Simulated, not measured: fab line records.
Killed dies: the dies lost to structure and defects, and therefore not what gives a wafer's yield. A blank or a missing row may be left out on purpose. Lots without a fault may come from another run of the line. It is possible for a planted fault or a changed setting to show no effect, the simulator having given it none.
Comparing a struck lot with a sound one || flow gf180mcu || 15 out of 602 route steps
Sound: the wafers L515.1, L515.4, L515.6. Struck: wafer L509.2. (L509.6 of the same lot was not struck and is left out.) The cause comes at the end.
Per side, at each step with rows, come the tool, then ch with its chambers, and then its first start. Under that, the readings that differ: sound wafers || struck wafers || difference of the means || sigmas: that difference in standard deviations of wafers without a fault.
alike: readings whose means differ by less than 2 such deviations, and words and numbers that are the same on both sides. not compared: withheld readings, readings that some wafer has no value for, bounds like >300 that may hide the same value, and numbers for which the record gives no deviation and whose values overlap.
A row with sigmas, a row that says differs or no value, or rows on one side alone: a step with any of these is where the two part. Numbers that don't overlap but have no deviation are shown without sigmas and don't part them. Lack of a reading on every wafer of one side parts them only where that side has two or more wafers.

first, 3 steps without rows for these wafers: GF_CONTACT_EXPOSE_11 (exposes mask Contact, target cd 220 nm); GF_CONTACT_PEB_12 (peb time 90 s); GF_CONTACT_DEVELOP_13 (develop time 60 s).
GF_CONTACT_CD_MEAS_14 targets a cd of 220 nm.
  sound on cd-sem-01 at day 24 03:19; struck on cd-sem-02 at day 22 09:28
  alike: cd-nm
GF_CONTACT_OVL_MEAS_15:
  sound on overlay-01 at day 24 03:26; struck on overlay-02 at day 22 09:34
  alike: CONTACT_OVL
GF_CONTACT_ETCH_16: etches BARC in N2/H2.
  sound on rie-diel-04 ch 0,1, day 24 03:29; struck on rie-diel-04 ch 3, day 22 09:36
{"reading": "throttle-valve-pct (%)", "sound": "13.238 13.208 13.223", "struck": 13.248, "difference": "+0.025", "sigmas": "+3"}
  alike: bias-w, drypump-motor-current-A, n2-flow-sccm, oes-product-au
GF_CONTACT_ETCH_17: etches SiO2 in C4F8/O2/Ar, stops on CoSi2, target depth 860 nm.
  sound: rie-diel-04 ch 0,1; struck: rie-diel-04 ch 3
  alike: bias-w, oes-product-au
GF_CONTACT_STRIP_18: strips in O2/N2.
  sound on plasma-asher-04 ch 0, day 24 03:38; struck on plasma-asher-03 ch 0, day 22 09:46
{"reading": "drypump-motor-current-A (A)", "sound": "5.0 5.0 5.0", "struck": 6.5, "difference": "+1.5", "sigmas": "+2"}
{"reading": "n2-flow-sccm (sccm)", "sound": "299.5 300.6 301.7", "struck": 297.9, "difference": -2.7, "sigmas": -3}
  alike: heater-power-w, oes-product-au
  not compared: rf-hours-counter-h
then, 3 steps without rows for these wafers: GF_CONTACT_CLEAN_19 (cleans in SPM); GF_CONTACT_CLEAN_20 (cleans in DIW); GF_CONTACT_CLEAN_21 (cleans in dHF, time 20 s).
GF_CONTACT_SPUTTER_22: material Ti, target thk 15 nm, time 80.02 s.
  sound on pvd-sputter-03 at day 24 03:57; struck on pvd-sputter-04 at day 22 10:04
  alike: throttle-valve-pct
GF_CONTACT_SPUTTER_23: material TiN, target thk 10 nm, time 40 s.
  sound on pvd-sputter-03 at day 24 04:01; struck on pvd-sputter-04 at day 22 10:07
{"reading": "model.TiN_of_CONTACT_SPUTTER_23.thk-nm (nm)", "sound": "10.15 9.961 9.974", "struck": 10.45, "difference": "+0.42", "sigmas": ""}
  alike: throttle-valve-pct
GF_CONTACT_CVD_24: deposits W, target thk 300 nm, time 90.339 s.
  sound on cvd-w-01 ch 0,1, day 24 04:03; struck on cvd-w-01 ch 0, day 22 10:10
  alike: chamber-pressure-Torr, heater-power-outer-w, heater-power-w
following that, these wafers have no rows for 1 step: GF_PASSIVATION_PROBE_99.

== WHERE THEY PART ==
At GF_CONTACT_ETCH_16 first; at GF_CONTACT_STRIP_18 last (within this record only). Later steps at which nothing parts them and some readings are alike: GF_CONTACT_SPUTTER_22, GF_CONTACT_SPUTTER_23, GF_CONTACT_CVD_24.

WHY: what the simulator had put in
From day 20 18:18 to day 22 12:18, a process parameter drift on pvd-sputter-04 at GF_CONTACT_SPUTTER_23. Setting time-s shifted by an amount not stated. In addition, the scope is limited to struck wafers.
